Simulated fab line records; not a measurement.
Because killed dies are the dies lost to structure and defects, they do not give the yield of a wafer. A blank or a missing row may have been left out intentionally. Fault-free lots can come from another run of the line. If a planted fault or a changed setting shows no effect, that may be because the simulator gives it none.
A lot that was struck, set against a sound lot + flow sky130 + 17 steps out of a route of 708
Sound: these wafers, L808.1, L808.3, L808.5. Struck: wafers L807.1, L807.2, L807.6. At the end, the cause is stated.
Per side, at each step with rows, come the tool, then ch with its chambers, and then its first start. Under that, the readings that differ: sound wafers + struck wafers + difference of the means + sigmas: that difference in standard deviations of wafers without a fault.
alike: readings with means less than 2 such deviations apart, plus words and numbers identical on both sides. not compared: withheld readings, readings lacking a value on some wafer, bounds such as >300 that could conceal the same value, and numbers that have no deviation in the record and whose values overlap.
The two part at a step that has a row with sigmas, a row that says differs or no value, or rows on one side only. When numbers do not overlap yet have no deviation, they are printed without sigmas and do not part them. Lack of a reading on every wafer of one side parts them only where that side has two or more wafers.

first, 3 steps without rows for these wafers: SKY_METAL4_CLEAN_21 (cleans in IPA, time 180 s); SKY_METAL4_CLEAN_22 (cleans in O3/DIW); SKY_VIA4_HDPCVD_00 (deposits SiO2, target thk 1750 nm, time 300.4 s).
SKY_VIA4_THK_MEAS_01:
  sound on film metro-03, day 46 22:25; struck on film metro-01, day 46 13:35
  alike: VIA4_HDPCVD_THK
SKY_VIA4_CMP_02: polishes SiO2.
  sound on cmp-02 ch 0,1,3, day 46 22:29; struck on cmp-02 ch 1,2,3, day 46 13:44
  alike: head pressure psi, motor current A
SKY_VIA4_BOW_MEAS_03:
  sound on film metro-01, day 46 22:47; struck on film metro-04, day 46 13:56
  alike: VIA4_BOW
then, 6 steps without rows for these wafers: SKY_VIA4_DEHYDRATE_04 (time 60 s); SKY_VIA4_HMDS_05 (prime time 60 s); SKY_VIA4_COAT_06 (resist thk 1140 nm); SKY_VIA4_SOFTBAKE_07 (time 60 s); SKY_VIA4_EXPOSE_08 (exposes mask VIM4, target cd 800 nm); SKY_VIA4_PEB_09.
SKY_VIA4_DEVELOP_10: develop time 60 s.
  sound on litho track-02 ch 0, day 47 18:32; struck on litho track-04 ch 0, day 47 10:11
SKY_VIA4_OVL_MEAS_11:
  sound on overlay-01, day 47 18:41; struck on overlay-02, day 47 10:20
| reading       | sound       | struck         | difference | sigmas |
|---------------|-------------|----------------|------------|--------|
| VIA4_OVL (nm) | 1.0 1.1 0.7 | -2.9 -1.8 -2.3 | -3.3       | -2     |
SKY_VIA4_ETCH_12: etches SiO2 in C4F8/O2/Ar, stops on TiN, target depth 580 nm.
  sound on rie diel-01 ch 1,2,3, day 47 18:44; struck on rie diel-01 ch 1,2, day 47 10:23
| reading               | sound             | struck            | difference | sigmas |
|-----------------------|-------------------|-------------------|------------|--------|
| oes product au (a.u.) | 0.933 0.926 0.929 | 0.918 0.924 0.918 | -0.009     | -2     |
| model.VIA4.cd nm (nm) | 799 801.3 801.4   | 788.8 789.6 786.7 | -12.2      |        |
SKY_VIA4_STRIP_13: strips in O2/N2.
  sound on plasma asher-03 ch 1, day 47 18:48; struck on plasma asher-03 ch 0,1, day 47 10:27
  alike: drypump motor current A, oes product au, strip time to endpoint s
  not compared: rf hours counter h
-- the record jumps here: 3 days lie between the struck wafers' starts before and after (it left off in module VIA4 and takes up again in module PAD_OPEN, whose first step shown is number 708 of the route) --
SKY_PAD_OPEN_PROBE_99:
  sound on prober-02, day 50 05:52; struck on prober-01, day 49 23:38
  alike: defect limited yield, killed_at_M0_to_M3, killed_at_M4_up, killed at contacts, killed at front end, killed at other, killed dies, killed open, killed short, sort_bin_3_pad_short, sort_bin_5_function, sort_bin_6_memory, sort n pass, sort yield pct

## WHERE THEY PART
Last at SKY_VIA4_ETCH_12 as far as this record goes, first at SKY_VIA4_OVL_MEAS_11. Later steps at which nothing parts them and some readings are alike: SKY_VIA4_STRIP_13, SKY_PAD_OPEN_PROBE_99.

WHY: what had been put in by the simulator
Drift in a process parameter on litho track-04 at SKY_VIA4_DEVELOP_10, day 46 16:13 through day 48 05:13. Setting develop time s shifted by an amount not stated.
